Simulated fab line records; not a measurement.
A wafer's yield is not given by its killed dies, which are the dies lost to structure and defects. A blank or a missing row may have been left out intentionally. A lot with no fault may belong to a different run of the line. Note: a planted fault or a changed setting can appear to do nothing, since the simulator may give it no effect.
Check of tool commonality -- flow sky130 -- Sampled: 13 lots, 39 wafers

WHAT PROMPTED THE OPENING
At SKY_SD_N_RS_MEAS_16 the reading SD_N_RS is flagged on 3 of 13 lots. Fault-free wafers read 68.48 ohm/sq, with a standard deviation of 0.11.
Rule: a lot is flagged when every wafer of it that has a number lies more than 4 standard deviations from that mean, or none has a number. As for the other lots, they are considered sound.

lot,measured,on,"SD_N_RS (ohm/sq), wafer by wafer",flag
L490,day 28 22:53,film-metro-04,68.35 68.55 68.69,
L488,day 28 23:12,film-metro-02,68.14 68.33 68.46,
L489,day 28 23:31,film-metro-03,68.62 68.47 68.44,
L491,day 29 09:47,film-metro-04,68.67 68.52 68.53,
L492,day 29 13:29,film-metro-04,68.35 68.41 68.34,
L493,day 29 21:32,film-metro-02,65.82 65.77 65.78,FLAGGED
L494,day 29 22:44,film-metro-02,68.44 68.56 68.55,
L496,day 30 20:46,film-metro-04,65.87 65.80 65.87,FLAGGED
L499,day 32 02:31,film-metro-02,68.56 68.54 68.35,
L501,day 33 20:16,film-metro-02,65.91 65.94 65.93,FLAGGED
L506,day 34 04:50,film-metro-02,68.35 68.41 68.51,
L507,day 34 17:55,film-metro-02,68.43 68.38 68.47,
L509,day 35 22:10,film-metro-02,68.62 68.46 68.58,
Average over the flagged lots: 65.85 ohm/sq; offset from the usual -2.63 ohm/sq, equal to -24 standard deviations.

WHICH TOOL EACH LOT WENT THROUGH
The record keeps 1 process step preceding the reading, out of 708 steps on the route. Every cell lists first the tool, next ch and the chambers used by the sampled wafers, and last the start.
lot,flag,SKY_SD_N_IMPLANT_10
L490,,"implanter-02 ch 0, day 28 22:22"
L488,,"implanter-01 ch 0, day 28 22:40"
L489,,"implanter-03 ch 0, day 28 22:56"
L491,,"implanter-02 ch 0, day 29 09:16"
L492,,"implanter-03 ch 0, day 29 12:56"
L493,FLAGGED,"implanter-02 ch 0, day 29 20:38"
L494,,"implanter-01 ch 0, day 29 22:13"
L496,FLAGGED,"implanter-01 ch 0, day 30 19:56"
L499,,"implanter-03 ch 0, day 32 01:59"
L501,FLAGGED,"implanter-03 ch 0, day 33 19:25"
L506,,"implanter-01 ch 0, day 34 04:16"
L507,,"implanter-03 ch 0, day 34 17:14"
L509,,"implanter-01 ch 0, day 35 21:35"
These steps, and what they do:
- SKY_SD_N_IMPLANT_10
- SKY_SD_N_RS_MEAS_16: measures by four-point-probe.

FLAGGED AGAINST TOTAL, ONE TOOL AT A TIME (gauges that did the reading follow at the end)
step,tool,lots run,flagged,share of the flagged lots,sound lots run after its first flagged lot
SKY_SD_N_IMPLANT_10,implanter-01,5,1,some,"2 (L506,L509)"
SKY_SD_N_IMPLANT_10,implanter-02,3,1,some,0
SKY_SD_N_IMPLANT_10,implanter-03,5,1,some,1 (L507)
SKY_SD_N_RS_MEAS_16,film-metro-02,8,2,some,"5 (L494,L499,L506,L507,L509)"
SKY_SD_N_RS_MEAS_16,film-metro-03,1,0,none,-
SKY_SD_N_RS_MEAS_16,film-metro-04,4,1,some,0

WHAT IS ALLOWED BY THE TABLE
No row of the table ran every flagged lot.

WHAT THE SIMULATOR HAD PUT IN
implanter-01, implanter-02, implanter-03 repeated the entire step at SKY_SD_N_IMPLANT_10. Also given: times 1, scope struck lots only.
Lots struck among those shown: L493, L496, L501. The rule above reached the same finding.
